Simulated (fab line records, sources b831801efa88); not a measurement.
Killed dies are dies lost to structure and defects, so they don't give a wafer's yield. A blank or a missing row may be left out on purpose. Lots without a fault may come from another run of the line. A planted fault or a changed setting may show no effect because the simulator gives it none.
fab line records | flow sky130
record lots=5 wafers=15 last_day=50
route steps=708 shown VT_ADJUST_NCORE@123 VT_ADJUST_HVTR@131 PAD_OPEN@708
lots that met no fault: from a run of the same line without faults
start_h: hours from the record's first day to the start of the lot's first wafer shown | wait_h: hours since the lot's step before | " the same as in the row above | L1.1+2: a row that stands for several wafers | - no value, or no start given | * or withheld: withheld | < > ~ a bound
route shown NAME@n: a module of which the file shows steps, and the number in the route of the first | usual: mean/standard deviation of fault-free wafers | same: alike in all rows | chamber/n: place in a boat | sites: the reading at each site | _std_site: their standard deviation | _edge_site: outer sites' mean less inner sites' | radius_mm: how far each site lies from the wafer's centre | mask NAME#n: copy n | behind: the tool/chamber that last shaped the wafer | hold: why the lot was held/for how many hours/how that ended | device: the transistor (n, p or np) that didn't switch | end of line: the same wafers' tests at the end of the route | a step without rows: its recipe alone | killed: dies lost to structure and defects at the first sort, not the wafer's yield | map: a wafer's dies, x killed, . not, _ none there
set.NAME: the setting as run; set.NAME@STEP: as run at that earlier step | model.NAME: the simulator's own value behind a step, which no gauge read
lots at some steps of the route; a table a step, a row a wafer
services: from which hour (start_h, from the record's first day; less than 0 if before it) a tool's chamber was out of use, for how many hours, and why
## steps
# step SKY_VT_ADJUST_NCORE_EXPOSE_04
# recipe mask_id=LVTN_COMPLEMENT_THIN na=0.6 source_shape=conventional sigma_outer=0.6 polarization=unpolarized target_cd_nm=380 dose_mj=139
# step SKY_VT_ADJUST_NCORE_PEB_05
# recipe temp_c=withheld time_s=* resist=NOVOLAK
# step SKY_VT_ADJUST_NCORE_DEVELOP_06
# recipe resist=NOVOLAK developer=TMAH develop_time_s=61.49 dev_temp_c=23
# step SKY_VT_ADJUST_NCORE_CD_MEAS_07
# recipe target_cd_nm=380
# usual cd_nm=380/3
# columns lot.wafer tool chamber start_h wait_h cd_nm
L720.2 cd_sem-01 - 203.93 0.1 381
L720.3 " - " " 379
L720.6 " - " " 379
L725.1 cd_sem-01 - 239.41 0.1 378
L725.2 " - " " 379
L725.4 " - " " 379
L726.3 cd_sem-01 - 246.46 0.1 383
L726.4 " - " " 384
L726.6 " - " " 382
L737.1 cd_sem-02 - 325.33 0.1 379
L737.5 " - " " 380
L737.6 " - " " 381
L740.1 cd_sem-02 - 350.73 0.1 383
L740.5 " - " " 383
L740.6 " - " " 382
# step SKY_VT_ADJUST_NCORE_OVL_MEAS_08
# usual VT_ADJUST_NCORE_OVL=-0.3/1.4
# columns lot.wafer tool chamber start_h wait_h VT_ADJUST_NCORE_OVL[nm]
L720.2 overlay-01 - 204.04 0.1 1.5
L720.3 " - " " -2.9
L720.6 " - " " -1.8
L725.1 overlay-02 - 239.53 0.1 0.9
L725.2 " - " " -0.3
L725.4 " - " " -1.1
L726.3 overlay-01 - 246.55 0.1 -0.6
L726.4 " - " " 0.4
L726.6 " - " " -0.7
L737.1 overlay-01 - 325.45 0.1 -2.4
L737.5 " - " " -3.3
L737.6 " - " " -2.7
L740.1 overlay-01 - 350.85 0.1 1.4
L740.5 " - " " 0.9
L740.6 " - " " 0.6
# step SKY_VT_ADJUST_NCORE_IMPLANT_09
# recipe species=B energy_kev=10 dose_cm2=2.4e+12 tilt_deg=withheld
# step SKY_VT_ADJUST_NCORE_STRIP_10
# recipe chemistry=O2/N2 power_w=1400 pressure_mtorr=1500 platen_temp_c=withheld o2_flow_sccm=3000 n2_flow_sccm=300 overash_fraction=0.5
# usual drypump_motor_current_A=5.77/0.22 oes_product_au=0.715/0.0042 strip_time_to_endpoint_s=14.18/0.04
# columns lot.wafer tool chamber start_h wait_h drypump_motor_current_A oes_product_au rf_hours_counter_h strip_time_to_endpoint_s
L720.2 plasma_asher-01 1 204.22 0.1 5.82 0.714 52 14.12
L720.3 " 0 " " 5.62 0.712 - 14.12
L720.6 " 1 " " 5.81 0.720 - 14.14
L725.1 plasma_asher-04 0 239.72 0.1 6.21 0.714 44 14.18
L725.2 " 1 " " 5.83 0.716 44 14.15
L725.4 " 1 " " 5.80 0.713 - 14.21
L726.3 plasma_asher-04 0 247.13 0.1 6.20 0.714 - 14.15
L726.4 " 1 " " 5.80 0.715 - 14.15
L726.6 " 0 " " 6.22 0.720 - 14.15
L737.1 plasma_asher-02 0 325.64 0.1 5.61 0.713 19 14.23
L737.5 " 0 " " 5.64 0.713 - 14.16
L737.6 " 1 " " 5.49 0.719 - 14.19
L740.1 plasma_asher-01 0 351.04 0.1 5.59 0.719 66 14.17
L740.5 " 0 " " 5.60 0.710 - 14.19
L740.6 " 1 " " 5.82 0.718 - 14.17
# step SKY_VT_ADJUST_NCORE_TW_MEAS_11
# usual VT_ADJUST_NCORE_TW=220.8/1.8
# columns lot.wafer tool chamber start_h wait_h VT_ADJUST_NCORE_TW
L720.2 film_metro-02 - 204.33 0.1 218.0
L720.3 " - " " 219.6
L720.6 " - " " 217.4
L725.1 film_metro-01 - 239.82 0.1 224.4
L725.2 " - " " 222.7
L725.4 " - " " 222.6
L726.3 film_metro-02 - 247.22 0.1 219.3
L726.4 " - " " 220.0
L726.6 " - " " 218.9
L737.1 film_metro-01 - 325.74 0.1 223.0
L737.5 " - " " 223.8
L737.6 " - " " 222.5
L740.1 film_metro-01 - 351.14 0.1 220.6
L740.5 " - " " 220.9
L740.6 " - " " 220.8
# step SKY_VT_ADJUST_HVTR_DEHYDRATE_00
# recipe temp_c=200 time_s=60
# step SKY_VT_ADJUST_HVTR_HMDS_01
# recipe prime_time_s=60 prime_temp_c=120
# step SKY_VT_ADJUST_HVTR_COAT_02
# recipe resist=NOVOLAK spin_rpm=3000 resist_thk_nm=1140
# step SKY_VT_ADJUST_HVTR_SOFTBAKE_03
# recipe temp_c=90 time_s=60 resist=NOVOLAK
# step SKY_VT_ADJUST_HVTR_EXPOSE_04
# recipe mask_id=HVTRM target_cd_nm=380 na=0.6 source_shape=conventional sigma_outer=0.6 dose_mj=150
# columns lot.wafer tool chamber start_h wait_h mask
L720.2+3+6 iline_stepper-01 0 215.61 - HVTRM#0
L725.1+2+4 iline_stepper-01 0 251.36 - HVTRM#0
L726.3+4+6 iline_stepper-01 0 258.75 - TUNM#0
L737.1+5+6 iline_stepper-02 0 338.45 - HVTRM#0
L740.1+5+6 iline_stepper-02 0 365.19 - HVTRM#0
# step SKY_VT_ADJUST_HVTR_PEB_05
# recipe temp_c=withheld time_s=* resist=NOVOLAK
# step SKY_VT_ADJUST_HVTR_DEVELOP_06
# recipe develop_time_s=60 dev_temp_c=23
# step SKY_VT_ADJUST_HVTR_CD_MEAS_07
# recipe target_cd_nm=380
# usual cd_nm=381.2/2.4
# columns lot.wafer tool chamber start_h wait_h cd_nm
L720.2 cd_sem-02 - 226.55 0.1 381.4
L720.3 " - " " 383.0
L720.6 " - " " 382.9
L725.1 cd_sem-02 - 262.51 0.1 381.7
L725.2 " - " " 379.4
L725.4 " - " " 383.9
L726.3 cd_sem-02 - 269.95 0.1 -
L726.4 " - " " -
L726.6 " - " " -
L737.1 cd_sem-02 - 351.33 0.1 381.0
L737.5 " - " " 379.7
L737.6 " - " " 378.1
L740.1 cd_sem-02 - 378.88 0.1 380.1
L740.5 " - " " 380.1
L740.6 " - " " 378.9
# step SKY_VT_ADJUST_HVTR_OVL_MEAS_08
# usual VT_ADJUST_HVTR_OVL=-0.6/1.2
# columns lot.wafer tool chamber start_h wait_h VT_ADJUST_HVTR_OVL[nm]
L720.2 overlay-01 - 226.66 0.1 1.3
L720.3 " - " " 0.1
L720.6 " - " " -0.6
L725.1 overlay-01 - 262.63 0.1 -1.0
L725.2 " - " " -1.8
L725.4 " - " " -0.3
L726.3 overlay-02 - 270.04 0.1 -
L726.4 " - " " -
L726.6 " - " " -
L737.1 overlay-01 - 351.45 0.1 0.6
L737.5 " - " " 0.4
L737.6 " - " " 0.1
L740.1 overlay-02 - 379.00 0.1 -0.3
L740.5 " - " " 0.7
L740.6 " - " " -0.7
# step SKY_VT_ADJUST_HVTR_IMPLANT_09
# recipe species=B energy_kev=10 dose_cm2=2.1e+12 tilt_deg=withheld
# step SKY_VT_ADJUST_HVTR_STRIP_10
# recipe chemistry=O2/N2 power_w=1400 pressure_mtorr=1500 platen_temp_c=withheld o2_flow_sccm=3000 n2_flow_sccm=300 overash_fraction=0.5
# usual drypump_motor_current_A=5.6/0.32 oes_product_au=0.715/0.0047 strip_time_to_endpoint_s=14.18/0.042
# columns lot.wafer tool chamber start_h wait_h drypump_motor_current_A oes_product_au rf_hours_counter_h strip_time_to_endpoint_s
L720.2 plasma_asher-04 0 226.84 0.1 6.2 0.717 43 14.14
L720.3 " 0 " " 6.2 0.716 - 14.16
L720.6 " 0 " " 6.2 0.705 - 14.16
L725.1 plasma_asher-04 0 262.82 0.1 6.2 0.717 47 14.16
L725.2 " 1 " " 5.8 0.717 47 14.14
L725.4 " 1 " " 5.8 0.723 - 14.15
L726.3 plasma_asher-04 1 270.25 0.1 5.8 0.711 - 14.12
L726.4 " 0 " " 6.2 0.718 - 14.14
L726.6 " 1 " " 5.8 0.712 - 14.16
L737.1 plasma_asher-03 1 351.64 0.1 5.7 0.712 63 14.10
L737.5 " 1 " " 5.7 0.725 - 14.11
L737.6 " 0 " " 5.1 0.714 - 14.14
L740.1 plasma_asher-03 1 379.19 0.1 5.7 0.722 65 14.16
L740.5 " 0 " " 5.2 0.717 - 14.18
L740.6 " 1 " " 5.7 0.716 - 14.17
# step SKY_VT_ADJUST_HVTR_TW_MEAS_11
# usual VT_ADJUST_HVTR_TW=212.5/1.3
# columns lot.wafer tool chamber start_h wait_h hold VT_ADJUST_HVTR_TW
L720.2 film_metro-03 - 226.95 0.1 - 212.1
L720.3 " - " " - 211.4
L720.6 " - " " - 212.8
L725.1 film_metro-01 - 262.92 0.1 - 213.4
L725.2 " - " " - 212.7
L725.4 " - " " - 213.9
L726.3 film_metro-03 - 270.34 0.1 await_dispo/0.2h/release 30.0
L726.4 " - " " await_dispo/0.2h/release 30.2
L726.6 " - " " await_dispo/0.2h/release 30.1
L726.3 film_metro-03 - 270.56 0.2 - 30.2
L726.4 " - " " - 30.2
L726.6 " - " " - 30.3
L737.1 film_metro-01 - 351.74 0.1 - 214.3
L737.5 " - " " - 213.5
L737.6 " - " " - 213.5
L740.1 film_metro-01 - 379.29 0.1 - 212.5
L740.5 " - " " - 212.8
L740.6 " - " " - 214.5
# step SKY_PAD_OPEN_PROBE_99
# usual defect_limited_yield=82.4/2 killed_at_M0_to_M3=43/7 killed_at_M4_up=3.3/1.8 killed_at_contacts=24/6.2 killed_at_front_end=16/4.7 killed_at_other=0.4/0.58 killed_dies=87/10 killed_open=47/6.4 killed_short=39/7 sort_bin_3_pad_short=0.9/0.35 sort_bin_5_function=10.3/1.5 sort_bin_6_memory=6.4/1.2 sort_n_pass=406/9.9 sort_yield_pct=82.5/2
# same gross_dies=492 killed_at_back_side=0 sort_bin_4_leakage[%]=0 sort_bin_8_speed[%]=0
# columns lot.wafer tool chamber start_h wait_h defect_limited_yield[%] killed_at_M0_to_M3 killed_at_M4_up killed_at_contacts killed_at_front_end killed_at_other killed_dies killed_open killed_short sort_bin_3_pad_short[%] sort_bin_5_function[%] sort_bin_6_memory[%] sort_n_pass sort_yield_pct[%]
L720.2 prober-02 - 1091.26 0.1 83.1 41 2 32 8 0 83 46 37 1.0 9.6 6.3 409 83.1
L720.3 prober-02 - 1091.31 0.2 81.7 36 4 36 14 0 90 49 41 1.0 11.6 5.7 402 81.7
L720.6 prober-02 - 1091.46 0.2 78.7 40 6 44 15 0 105 49 56 1.2 12.8 7.3 387 78.7
L725.1 prober-01 - 1123.40 0.1 83.1 39 2 25 17 0 83 45 38 0.8 10.6 5.5 409 83.1
L725.2 prober-01 - 1123.45 0.1 84.3 43 6 18 10 0 77 42 35 0.6 9.3 5.7 415 84.3
L725.4 prober-01 - 1123.55 0.2 84.6 34 3 22 16 1 76 37 39 0.8 10.0 4.7 416 84.6
L737.1 prober-01 - 1197.89 0.1 81.5 44 1 33 13 0 91 47 42 0.8 10.2 7.5 401 81.5
L737.5 prober-01 - 1198.09 0.2 79.9 46 4 34 15 0 99 51 48 0.4 14.0 5.7 393 79.9
L737.6 prober-01 - 1198.14 0.2 78.5 50 7 29 20 0 106 53 53 1.6 11.6 8.3 386 78.5
L740.1 prober-02 - 1203.24 0.1 82.1 43 3 21 21 0 88 36 52 0.8 9.8 7.3 404 82.1
L740.5 prober-02 - 1203.44 0.2 79.7 50 5 26 19 0 100 58 42 1.0 11.2 8.1 392 79.7
L740.6 prober-02 - 1203.49 0.2 81.5 45 5 24 17 0 91 59 32 1.0 11.4 6.1 401 81.5
# killed by level:class
L720.2 VIA1:geometric_particle:open=13 CONTACT:geometric_particle:short=8 CONTACT:geometric_particle:open=7 LI_CONTACT:geometric_particle:open=6 VIA1:geometric_particle:short=6 LOCAL_INTERCONNECT:geometric_particle:open=5 METAL1:geometric_particle:short=5 VIA3:geometric_particle:open=5
L720.3 CONTACT:geometric_particle:open=16 VIA1:geometric_particle:open=8 METAL2:geometric_particle:short=8 LOCAL_INTERCONNECT:geometric_particle:short=7 CONTACT:geometric_particle:short=6 VIA3:geometric_particle:open=6 LI_CONTACT:geometric_particle:open=5 METAL1:geometric_particle:short=5
L720.6 CONTACT:geometric_particle:open=13 LI_CONTACT:geometric_particle:short=9 CONTACT:geometric_particle:short=8 VIA1:geometric_particle:open=8 LOCAL_INTERCONNECT:geometric_particle:short=6 METAL3:geometric_particle:short=6 LI_CONTACT:geometric_particle:open=6 METAL1:geometric_particle:short=6
L725.1 CONTACT:geometric_particle:open=11 FIELD_ISO:geometric_particle:open=8 METAL1:geometric_particle:short=7 FIELD_ISO:geometric_particle:short=6 VIA3:geometric_particle:open=6 CONTACT:geometric_particle:short=6 VIA1:geometric_particle:open=6 VIA2:geometric_particle:open=6
L725.2 VIA2:geometric_particle:open=11 VIA1:geometric_particle:open=8 VIA1:geometric_particle:short=5 LOCAL_INTERCONNECT:geometric_particle:short=4 CONTACT:geometric_particle:short=4 CONTACT:geometric_particle:open=4 METAL2:geometric_particle:short=4 FIELD_ISO:geometric_particle:open=3
L725.4 CONTACT:geometric_particle:open=11 VIA1:geometric_particle:open=7 VIA1:geometric_particle:short=6 FIELD_ISO:geometric_particle:open=4 FIELD_ISO:geometric_particle:short=4 LOCAL_INTERCONNECT:geometric_particle:short=4 VIA2:geometric_particle:open=4 METAL1:geometric_particle:short=4
L737.1 CONTACT:geometric_particle:open=14 VIA1:geometric_particle:open=9 VIA3:geometric_particle:open=9 METAL2:geometric_particle:short=7 LOCAL_INTERCONNECT:geometric_particle:short=6 VIA1:geometric_particle:short=6 METAL1:geometric_particle:short=5 CONTACT:geometric_particle:short=5
L737.5 VIA1:geometric_particle:open=12 VIA3:geometric_particle:open=10 CONTACT:geometric_particle:open=9 CONTACT:geometric_particle:short=8 METAL2:geometric_particle:short=8 LI_CONTACT:geometric_particle:open=7 LI_CONTACT:geometric_particle:short=5 LOCAL_INTERCONNECT:geometric_particle:short=5
L737.6 METAL2:geometric_particle:short=12 LI_CONTACT:geometric_particle:open=9 CONTACT:geometric_particle:open=9 VIA3:geometric_particle:open=9 FIELD_ISO:geometric_particle:open=6 VIA2:geometric_particle:open=5 VIA1:geometric_particle:short=5 POLY_GATE:geometric_particle:short=4
L740.1 VIA1:geometric_particle:open=7 VIA2:geometric_particle:short=7 LOCAL_INTERCONNECT:geometric_particle:short=5 CONTACT:geometric_particle:open=5 CONTACT:geometric_particle:short=5 METAL2:geometric_particle:short=5 VIA3:geometric_particle:open=5 FIELD_ISO:geometric_particle:short=4
L740.5 CONTACT:geometric_particle:open=13 VIA1:geometric_particle:open=10 VIA3:geometric_particle:open=10 METAL2:geometric_particle:short=9 FIELD_ISO:geometric_particle:open=5 CONTACT:geometric_particle:short=5 VIA2:geometric_particle:open=5 LOCAL_INTERCONNECT:geometric_particle:short=4
L740.6 VIA1:geometric_particle:open=12 CONTACT:geometric_particle:open=10 LI_CONTACT:geometric_particle:open=8 VIA3:geometric_particle:open=8 METAL2:geometric_particle:short=5 FIELD_ISO:geometric_particle:open=4 POLY_GATE:geometric_particle:open=4 SPACER:geometric_particle:open=4
## services
# columns tool chamber start_h hours kind
plasma_asher-02 - 206.19 2.4 repair
plasma_asher-01 - 231.80 2.8 pm
iline_stepper-02 0 257.20 - calibration
plasma_asher-02 - 257.34 12.0 repair
plasma_asher-02 - 258.78 7.4 repair
iline_stepper-01 - 274.01 1.7 pm
iline_stepper-02 - 314.29 2.1 pm
iline_stepper-02 - 316.37 - consumable_replace:lamp
plasma_asher-02 - 317.75 1.2 repair
plasma_asher-03 - 338.38 0.4 repair
iline_stepper-01 - 347.74 28.9 pm
iline_stepper-01 0 348.00 - calibration
plasma_asher-02 - 364.09 1.0 repair
iline_stepper-02 - 367.50 9.8 repair
iline_stepper-01 - 377.34 4.4 pm
iline_stepper-02 - 378.00 1.0 repair
## key
first_sign step=SKY_VT_ADJUST_HVTR_EXPOSE_04 reading=mask direction=changed
effect step=SKY_VT_ADJUST_HVTR_CD_MEAS_07 reading=cd_nm direction=missing
effect step=SKY_VT_ADJUST_HVTR_OVL_MEAS_08 reading=VT_ADJUST_HVTR_OVL direction=missing
effect step=SKY_VT_ADJUST_HVTR_TW_MEAS_11 reading=visit direction=added
effect step=SKY_VT_ADJUST_HVTR_TW_MEAS_11 reading=VT_ADJUST_HVTR_TW direction=down sigmas=99+ usual=212.5 struck=30.1
met_at SKY_VT_ADJUST_HVTR_EXPOSE_04
struck_wafers L726.3,L726.4,L726.6
scrapped_behind SKY_VT_ADJUST_HVTR_TW_MEAS_11 L726.3,L726.4,L726.6
onset_between 251.36 258.75
fault kind=wrong_mask tool=any chamber=- onset_h=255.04 steps=SKY_VT_ADJUST_HVTR_EXPOSE_04 aux_copy=TUNM#0 scope=struck_lots_only
